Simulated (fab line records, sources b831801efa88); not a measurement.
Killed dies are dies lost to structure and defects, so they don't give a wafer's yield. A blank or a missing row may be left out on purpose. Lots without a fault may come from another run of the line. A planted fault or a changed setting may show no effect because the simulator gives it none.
Chamber matching | flow gf180mcu | GF_V3_CMP_26 on cmp-01: 4 sister chambers
The step polishes, stops on SiO2, t overpolish 15 s, target thk 0 nm. 8 wafers are shown with their chamber, then 9 later ones without.

WAFERS WITH THEIR CHAMBER
wafer  | chamber | motor_current_A (A) | slurry_flow_ml_min
L952.6 | 3       | 8.7                 | 149.6
L954.5 | 3       | 8.6                 | 151.2
L955.1 | 1       | 8.7                 | 149.9
L955.2 | 0       | 10.7                | 149.9
L955.3 | 2       | 10.7                | 149.7
L961.1 | 2       | 10.1                | 149.4
L961.2 | 0       | 10.9                | 149.1
L961.5 | 1       | 9.2                 | 149.8

WAFERS WITHOUT THEIR CHAMBER
wafer  | motor_current_A (A) | slurry_flow_ml_min
L963.1 | 8.3                 | 149.9
L963.2 | 9.7                 | 150.8
L963.3 | 8.9                 | 151.1
L967.2 | 11.0                | 148.9
L967.4 | 8.8                 | 150.0
L967.6 | 10.7                | 149.2
L969.1 | 8.8                 | 150.6
L969.2 | 10.6                | 150.0
L969.5 | 8.6                 | 149.8

WHICH CHAMBER EACH WENT THROUGH
wafer  | from the rows above               | in truth
L963.1 | can't be placed: 3 or 1           | 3
L963.2 | can't be placed: 1 or 2 or 3 or 0 | 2
L963.3 | can't be placed: 3 or 1           | 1
L967.2 | can't be placed: 0 or 2           | 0
L967.4 | can't be placed: 1 or 3           | 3
L967.6 | can't be placed: 0 or 2           | 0
L969.1 | can't be placed: 3 or 1           | 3
L969.2 | can't be placed: 2 or 0           | 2
L969.5 | can't be placed: 3 or 1           | 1
Placed correctly: 0 of 9. Can't be placed from these rows: 9 (the true chamber is among the candidates in 9). Placed wrongly: 0.
How it was worked out, from the rows above alone: a wafer's distance from a chamber is the root of the sum, over the readings, of the square of ((its reading less the chamber's mean) divided by the reading's scatter). The wafer belongs to the nearest chamber; if the next one is less than 2 further off, it can't be placed. A chamber's mean is the mean of its shown wafers. The scatter: the root of (the sum of the squares of (reading less its chamber's mean) over the shown wafers, divided by (wafers less chambers)).
